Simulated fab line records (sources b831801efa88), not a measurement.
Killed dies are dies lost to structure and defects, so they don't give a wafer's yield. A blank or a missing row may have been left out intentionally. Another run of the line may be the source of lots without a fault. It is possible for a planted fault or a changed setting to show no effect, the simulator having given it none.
2 desks looking at one fault ; flow sky130 ; every desk sees just its own numbers, and what lay behind them comes last

== FROM THE METROLOGY DESK ==
What the gauges read, lot by lot, whatever tool the lot ran on: means of the sampled wafers that have a number. If a lot's mean is further than 4 standard deviations from the usual mean, the lot is out of limits and carries the mark OUT (the distance appears in the brackets).
Columns: A = INCOMING_BOW at SKY_FIELD_ISO_BOW_MEAS_00, usual 1 um; B = VT_ADJUST_LVTN_2_TW at SKY_VT_ADJUST_LVTN_TW_MEAS_21, usual 188.0; C = SD_P_TW at SKY_SD_P_TW_MEAS_11, usual 2831
lot;first seen here;A;B;C
L980;day 1 20:00;8;186.9;2819
L981;day 2 01:00;3;187.7;2838
L982;day 2 06:01;0;187.1;2839
L983;day 2 11:02;1;186.5;2844
L984;day 2 16:00;-2;186.0;2815
L985;day 2 21:00;3;186.2;2820
L986;day 3 02:01;1;166.2 (-16) OUT;2830
L987;day 3 07:00;3;165.8 (-16) OUT;2827
L996;day 5 04:02;-3;186.7;2848
L997;day 5 09:01;2;188.2;2841
L998;day 5 14:01;-3;188.8;2840
L101;day 6 05:00;-1;187.2;2824
This desk finds L986, L987 out of limits, with the earliest case on L986 at day 10 08:29 (VT_ADJUST_LVTN_2_TW at SKY_VT_ADJUST_LVTN_TW_MEAS_21). L980, L981, L982, L983, L984, L985, L996, L997, L998, L101 stayed within limits.

== THE TOOL OWNER'S DESK: implanter-01 ==
The tool's own readings at SKY_VT_ADJUST_LVTN_IMPLANT_19: means of the sampled wafers that have a number, for each lot that ran on this tool. If a lot's mean is further than 4 standard deviations from the usual mean, the lot is out of limits and carries the mark OUT (the distance appears in the brackets).
Columns: A = dose ions cm2 at SKY_VT_ADJUST_LVTN_IMPLANT_19, usual 6.5e+11; B = faraday current uA at SKY_VT_ADJUST_LVTN_IMPLANT_19, usual 3.67
lot;first seen here;A;B
L984;day 9 10:31;6.5e+11;3.69
L985;day 9 16:49;6.5e+11;3.68
L986;day 10 08:15;4.0e+11 (-99 or more) OUT;2.28 (-18) OUT
L987;day 10 10:38;4.0e+11 (-99 or more) OUT;2.24 (-19) OUT
Finding of this desk: L986, L987 out of limits; the first was L986 at day 10 08:15, on dose ions cm2 at SKY_VT_ADJUST_LVTN_IMPLANT_19. L984, L985 stayed within limits.

== ALL TOGETHER ==
An alarm could have come from the tool owner's desk at day 10 08:15, on L986, L987.
At day 10 08:29 the metrology desk could have sounded an alarm, on L986, L987.
On implanter-01, each named lot ran SKY_VT_ADJUST_LVTN_IMPLANT_19.

== WHAT THE SIMULATOR HAD PUT IN ==
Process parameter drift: implanter-01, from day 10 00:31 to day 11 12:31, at SKY_VT_ADJUST_LVTN_IMPLANT_19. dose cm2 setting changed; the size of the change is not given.
Shown lots that were struck: L986, L987.
Time in hours from fault onset to the first out-of-limits reading at each desk: tool owner's desk 8, metrology desk 8.
